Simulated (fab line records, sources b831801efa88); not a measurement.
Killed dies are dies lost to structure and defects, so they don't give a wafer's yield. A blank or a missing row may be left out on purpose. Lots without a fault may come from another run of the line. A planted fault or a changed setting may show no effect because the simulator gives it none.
fab line records | flow sky130
record lots=12 wafers=36 last_day=50
route steps=708 shown VT_ADJUST_LVTN@106 POLY_GATE@235 LDD_N@251 LDD_HVN@276 PAD_OPEN@708
lots that met no fault: from a run of the same line without faults
start_h: hours from the record's first day to the start of the lot's first wafer shown | wait_h: hours since the lot's step before | " the same as in the row above | L1.1+2: a row that stands for several wafers | - no value, or no start given | * or withheld: withheld | < > ~ a bound
route shown NAME@n: a module of which the file shows steps, and the number in the route of the first | usual: mean/standard deviation of fault-free wafers | same: alike in all rows | chamber/n: place in a boat | sites: the reading at each site | _std_site: their standard deviation | _edge_site: outer sites' mean less inner sites' | radius_mm: how far each site lies from the wafer's centre | mask NAME#n: copy n | behind: the tool/chamber that last shaped the wafer | hold: why the lot was held/for how many hours/how that ended | device: the transistor (n, p or np) that didn't switch | end of line: the same wafers' tests at the end of the route | a step without rows: its recipe alone | killed: dies lost to structure and defects at the first sort, not the wafer's yield | map: a wafer's dies, x killed, . not, _ none there
set.NAME: the setting as run; set.NAME@STEP: as run at that earlier step | model.NAME: the simulator's own value behind a step, which no gauge read
steps of the route over a sample of lots; a table a step, a row a wafer
services: from which hour (start_h, from the record's first day; less than 0 if before it) a tool's chamber was out of use, for how many hours, and why
## steps
# step SKY_VT_ADJUST_LVTN_STRIP_09
# recipe chemistry=O2/N2 power_w=1400 pressure_mtorr=1500 platen_temp_c=withheld o2_flow_sccm=3000 n2_flow_sccm=300 overash_fraction=0.5
# usual chamber_pressure_mTorr=1500.1/1.4 drypump_motor_current_A=5.9/0.55 oes_product_au=0.723/0.0047 strip_time_to_endpoint_s=36.97/0.11
# columns lot.wafer tool chamber start_h wait_h chamber_pressure_mTorr drypump_motor_current_A oes_product_au rf_hours_counter_h strip_time_to_endpoint_s
L103.1 plasma_asher-04 0 146.35 0.1 1499.8 6.0 0.728 40 37.02
L103.3 " 1 " " 1500.9 5.4 0.718 - 37.03
L103.4 " 0 " " 1496.7 6.1 0.721 - 37.07
L104.1 plasma_asher-01 0 152.20 0.1 1498.8 5.9 0.729 3 36.98
L104.5 " 0 " " 1499.6 5.9 0.727 - 37.04
L104.6 " 1 " " 1500.6 5.2 0.716 - 37.00
L106.1 plasma_asher-01 1 167.65 0.1 1499.0 5.2 0.716 5 36.98
L106.2 " 0 " " 1498.3 5.9 0.713 5 36.82
L106.3 " 0 " " 1498.6 5.9 0.724 - 36.93
L109.2 plasma_asher-02 0 183.80 0.1 1499.6 6.8 0.723 53 36.93
L109.3 " 0 " " 1501.4 6.8 0.715 - 37.13
L109.6 " 1 " " 1500.1 5.8 0.727 - 36.93
L112.2 plasma_asher-02 1 202.85 0.1 1498.2 5.8 0.729 55 37.07
L112.5 " 0 " " 1500.4 6.8 0.725 - 37.04
L112.6 " 1 " " 1499.2 5.8 0.725 - 37.14
L113.4 plasma_asher-01 0 206.83 0.1 1498.3 5.9 0.723 - 36.95
L113.5 " 1 " " 1499.6 5.2 0.714 - 37.02
L113.6 " 0 " " 1499.5 5.9 0.720 - 36.90
L114.2 plasma_asher-02 1 213.25 0.1 1499.2 5.7 0.726 56 36.92
L114.3 " 0 " " 1499.1 6.8 0.721 - 36.86
L114.6 " 0 " " 1497.0 6.8 0.727 - 36.76
L119.1 plasma_asher-01 0 249.80 0.1 1498.4 5.9 0.720 11 36.94
L119.5 " 1 " " 1499.6 5.2 0.716 - 37.04
L119.6 " 0 " " 1499.5 5.9 0.720 - 37.05
L120.1 plasma_asher-01 1 250.83 0.1 1501.0 5.2 0.729 11 36.73
L120.2 " 0 " " 1500.4 5.9 0.723 11 36.76
L120.4 " 1 " " 1501.4 5.2 0.719 - 36.93
L124.2 plasma_asher-02 0 277.43 0.1 1501.3 6.9 0.726 63 36.68
L124.4 " 1 " " 1500.2 5.8 0.717 - 36.73
L124.5 " 0 " " 1500.3 6.8 0.724 - 36.81
L125.4 plasma_asher-02 1 288.19 0.1 1501.3 5.7 0.730 - 36.96
L125.5 " 1 " " 1498.6 5.8 0.720 - 36.97
L125.6 " 0 " " 1499.3 6.8 0.711 - 37.01
L126.1 plasma_asher-01 1 296.35 0.1 1501.5 5.2 0.728 16 37.05
L126.5 " 1 " " 1501.7 5.2 0.724 - 37.10
L126.6 " 0 " " 1498.7 5.8 0.718 - 36.97
# step SKY_POLY_GATE_THK_MEAS_21
# recipe reads=SiO2_of_POLY_GATE_OXIDATION_20
# usual POLY_GATE_OXIDATION_THK=4.01/0.083
# columns lot.wafer tool chamber start_h wait_h POLY_GATE_OXIDATION_THK[nm]
L103.1 film_metro-02 - 375.09 0.0 4.01
L103.3 " - " " 3.89
L103.4 " - " " 4.00
L104.1 film_metro-01 - 382.41 0.0 3.94
L104.5 " - " " 3.92
L104.6 " - " " 3.96
L106.1 film_metro-02 - 403.39 0.0 3.96
L106.2 " - " " 3.94
L106.3 " - " " 3.95
L109.2 film_metro-02 - 423.46 0.0 4.06
L109.3 " - " " 4.11
L109.6 " - " " 4.03
L112.2 film_metro-02 - 455.00 0.0 3.96
L112.5 " - " " 4.03
L112.6 " - " " 4.00
L113.4 film_metro-01 - 459.88 0.0 3.94
L113.5 " - " " 4.01
L113.6 " - " " 3.99
L114.2 film_metro-01 - 467.71 0.0 3.95
L114.3 " - " " 3.94
L114.6 " - " " 3.96
L119.1 film_metro-03 - 520.90 0.0 4.02
L119.5 " - " " 4.14
L119.6 " - " " 4.03
L120.1 film_metro-02 - 520.90 0.0 4.06
L120.2 " - " " 4.09
L120.4 " - " " 4.06
L124.2 film_metro-01 - 552.92 0.0 3.96
L124.4 " - " " 4.10
L124.5 " - " " 3.99
L125.4 film_metro-03 - 563.82 0.0 3.97
L125.5 " - " " 3.88
L125.6 " - " " 3.96
L126.1 film_metro-02 - 576.06 0.0 4.09
L126.5 " - " " 3.99
L126.6 " - " " 4.09
# step SKY_LDD_N_IMPLANT_14
# recipe species=BF2 energy_kev=50 dose_cm2=5e+12 tilt_deg=30 rotation_deg=180
# usual beam_energy_keV=50.001/0.014 faraday_current_uA=28.2/0.58
# columns lot.wafer tool chamber start_h wait_h beam_energy_keV faraday_current_uA
L103.1 implanter-04 0 405.20 0.1 50.003 28.0
L103.3 " 0 " " 50.003 28.2
L103.4 " 0 " " 50.019 28.0
L104.1 implanter-01 0 413.80 0.1 50.034 27.8
L104.5 " 0 " " 50.015 28.0
L104.6 " 0 " " 50.022 29.0
L106.1 implanter-01 0 434.65 0.1 50.009 27.8
L106.2 " 0 " " 49.994 29.2
L106.3 " 0 " " 50.005 28.3
L109.2 implanter-04 0 455.42 0.1 50.019 28.2
L109.3 " 0 " " 50.005 27.8
L109.6 " 0 " " 50.012 27.3
L112.2 implanter-03 0 486.83 0.1 48.079 27.3
L112.5 " 0 " " 48.096 28.3
L112.6 " 0 " " 48.083 27.5
L113.4 implanter-03 0 491.77 0.1 48.067 28.4
L113.5 " 0 " " 48.083 29.1
L113.6 " 0 " " 48.044 28.6
L114.2 implanter-03 0 499.86 0.1 48.088 26.9
L114.3 " 0 " " 48.084 29.3
L114.6 " 0 " " 48.061 27.6
L119.1 implanter-03 0 551.69 0.1 49.999 27.5
L119.5 " 0 " " 50.003 27.8
L119.6 " 0 " " 50.001 27.8
L120.1 implanter-01 0 552.10 0.1 50.009 28.8
L120.2 " 0 " " 50.014 28.0
L120.4 " 0 " " 50.001 28.9
L124.2 implanter-03 0 584.27 0.1 50.026 27.9
L124.4 " 0 " " 50.041 27.8
L124.5 " 0 " " 50.021 28.9
L125.4 implanter-03 0 594.53 0.1 49.991 27.0
L125.5 " 0 " " 50.003 28.2
L125.6 " 0 " " 49.969 28.0
L126.1 implanter-01 0 607.09 0.1 49.985 27.6
L126.5 " 0 " " 50.000 28.3
L126.6 " 0 " " 49.992 27.9
# step SKY_LDD_HVN_STRIP_09
# recipe chemistry=O2/N2 power_w=1400 pressure_mtorr=1500 platen_temp_c=withheld o2_flow_sccm=3000 n2_flow_sccm=300 overash_fraction=0.5
# usual chamber_pressure_mTorr=1500.1/1.2 drypump_motor_current_A=5.9/0.47 oes_product_au=0.409/0.0043 strip_time_to_endpoint_s=4.142/0.016
# columns lot.wafer tool chamber start_h wait_h chamber_pressure_mTorr drypump_motor_current_A oes_product_au rf_hours_counter_h strip_time_to_endpoint_s
L103.1 plasma_asher-04 1 467.29 0.1 1501.1 5.4 0.414 71 4.144
L103.3 " 1 " " 1499.3 5.4 0.413 - 4.127
L103.4 " 0 " " 1500.0 6.0 0.413 - 4.143
L104.1 plasma_asher-03 0 475.89 0.1 1499.1 5.7 0.406 68 4.181
L104.5 " 0 " " 1501.9 5.7 0.409 - 4.160
L104.6 " 1 " " 1498.5 5.7 0.410 - 4.181
L106.1 plasma_asher-04 1 497.74 0.1 1502.5 5.4 0.410 75 4.132
L106.2 " 0 " " 1500.0 6.1 0.406 75 4.135
L106.3 " 1 " " 1499.8 5.4 0.405 - 4.120
L109.2 plasma_asher-04 0 518.39 0.1 1500.5 6.1 0.411 77 4.114
L109.3 " 1 " " 1499.5 5.4 0.413 - 4.112
L109.6 " 0 " " 1502.9 6.1 0.408 - 4.145
L112.2 plasma_asher-04 0 548.40 0.1 1501.2 6.1 0.408 80 4.145
L112.5 " 1 " " 1501.0 5.4 0.412 - 4.142
L112.6 " 0 " " 1499.1 6.0 0.402 - 4.123
L113.4 plasma_asher-02 1 552.26 0.1 1501.5 5.7 0.413 - 4.140
L113.5 " 0 " " 1500.5 6.8 0.408 - 4.125
L113.6 " 1 " " 1499.4 5.7 0.415 - 4.151
L114.2 plasma_asher-02 1 560.63 0.1 1499.8 5.7 0.408 12 4.162
L114.3 " 1 " " 1499.4 5.7 0.408 - 4.153
L114.6 " 1 " " 1499.9 5.7 0.410 - 4.147
L119.1 plasma_asher-02 0 611.23 0.1 1502.3 6.9 0.411 17 4.150
L119.5 " 0 " " 1499.9 6.8 0.407 - 4.144
L119.6 " 1 " " 1499.1 5.7 0.412 - 4.115
L120.1 plasma_asher-03 1 612.09 0.1 1499.5 5.7 0.408 79 4.108
L120.2 " 0 " " 1500.4 5.7 0.404 79 4.121
L120.4 " 0 " " 1499.9 5.7 0.406 - 4.132
L124.2 plasma_asher-02 0 643.44 0.1 1500.3 6.8 0.407 21 4.134
L124.4 " 0 " " 1498.9 6.8 0.404 - 4.144
L124.5 " 1 " " 1498.2 5.8 0.406 - 4.132
L125.4 plasma_asher-04 0 653.86 0.1 1501.4 6.0 0.404 - 4.144
L125.5 " 1 " " 1500.3 5.4 0.413 - 4.136
L125.6 " 0 " " 1501.2 6.0 0.418 - 4.156
L126.1 plasma_asher-02 0 664.83 0.1 1499.3 6.8 0.406 24 4.134
L126.5 " 0 " " 1500.6 6.8 0.409 - 4.120
L126.6 " 1 " " 1499.0 5.8 0.406 - 4.126
# step SKY_PAD_OPEN_PROBE_99
# usual killed_at_M0_to_M3=44/6.5 killed_at_M4_up=2.9/1.7 killed_at_contacts=24/5.7 killed_at_front_end=16/4.4 killed_at_other=0.2/0.48 killed_dies=87/9.6 killed_open=48/6.7 killed_short=38/6.2
# same gross_dies=492 killed_at_back_side=0
# columns lot.wafer tool chamber start_h wait_h killed_at_M0_to_M3 killed_at_M4_up killed_at_contacts killed_at_front_end killed_at_other killed_dies killed_open killed_short
L104.1 prober-01 - 1085.79 0.1 47 2 22 16 0 87 45 42
L104.5 prober-01 - 1085.99 0.2 34 3 15 22 1 75 37 38
L104.6 prober-01 - 1086.04 0.2 55 2 19 18 0 94 50 44
# killed by level:class
L104.1 VIA2:geometric_particle:open=11 VIA1:geometric_particle:open=9 CONTACT:geometric_particle:short=7 LI_CONTACT:geometric_particle:open=6 CONTACT:geometric_particle:open=5 METAL1:geometric_particle:short=5 FIELD_ISO:geometric_particle:short=4 LOCAL_INTERCONNECT:geometric_particle:short=4
L104.5 FIELD_ISO:geometric_particle:short=11 CONTACT:geometric_particle:open=7 VIA1:geometric_particle:open=6 FIELD_ISO:geometric_particle:open=5 VIA2:geometric_particle:open=5 METAL1:geometric_particle:short=5 LI_CONTACT:geometric_particle:open=4 VIA1:geometric_particle:short=3
L104.6 VIA1:geometric_particle:open=11 METAL2:geometric_particle:short=10 VIA3:geometric_particle:open=8 VIA2:geometric_particle:open=7 CONTACT:geometric_particle:open=6 FIELD_ISO:geometric_particle:open=5 POLY_GATE:geometric_particle:short=5 VIA1:geometric_particle:short=5
## services
# columns tool chamber start_h hours kind
plasma_asher-01 - 126.11 1.8 repair
implanter-01 - 154.46 18.6 pm
plasma_asher-01 - 181.76 14.6 pm
implanter-03 - 183.91 0.8 repair
implanter-03 - 263.49 1.4 repair
implanter-03 - 350.49 1.6 repair
plasma_asher-04 - 357.79 2.8 pm
plasma_asher-02 - 400.01 0.5 repair
plasma_asher-02 - 407.01 7.8 repair
plasma_asher-02 - 415.18 1.6 repair
plasma_asher-02 - 421.25 9.0 pm
implanter-01 - 422.51 3.6 repair
implanter-03 - 433.29 3.8 pm
plasma_asher-02 - 444.50 2.8 pm
plasma_asher-02 - 447.96 14.6 pm
implanter-01 - 468.08 1.7 repair
implanter-01 - 480.02 2.5 repair
implanter-01 - 496.41 5.7 repair
implanter-03 - 507.51 1.1 repair
plasma_asher-01 - 521.06 1.4 repair
implanter-03 - 573.75 3.6 repair
plasma_asher-04 - 613.78 2.4 repair
implanter-03 - 620.19 20.4 pm
implanter-03 - 662.74 3.3 pm
## key
first_sign step=SKY_LDD_N_IMPLANT_14 reading=beam_energy_keV direction=down sigmas=99+ usual=* struck=*
effect none on later readings
met_at SKY_LDD_N_IMPLANT_14
struck_lots L112,L113,L114
tester_left_out L112,L113,L114
not_acting_at SKY_VT_ADJUST_LVTN_STRIP_09,SKY_POLY_GATE_THK_MEAS_21,SKY_LDD_HVN_STRIP_09
fault kind=process_parameter_drift tool=implanter-03 chamber=- onset_h=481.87 steps=SKY_LDD_N_IMPLANT_14 channel=energy_kev offset=* shape=step end_h=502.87 acts_in=* stated=*
# tester_left_out: of these lots the tester's yield and bins aren't shown, on N5 and GAA mostly nor the transistor test; their killed dies are dies lost to structure and defects alone, not to doping, threshold or leakage, so they don't give the yield
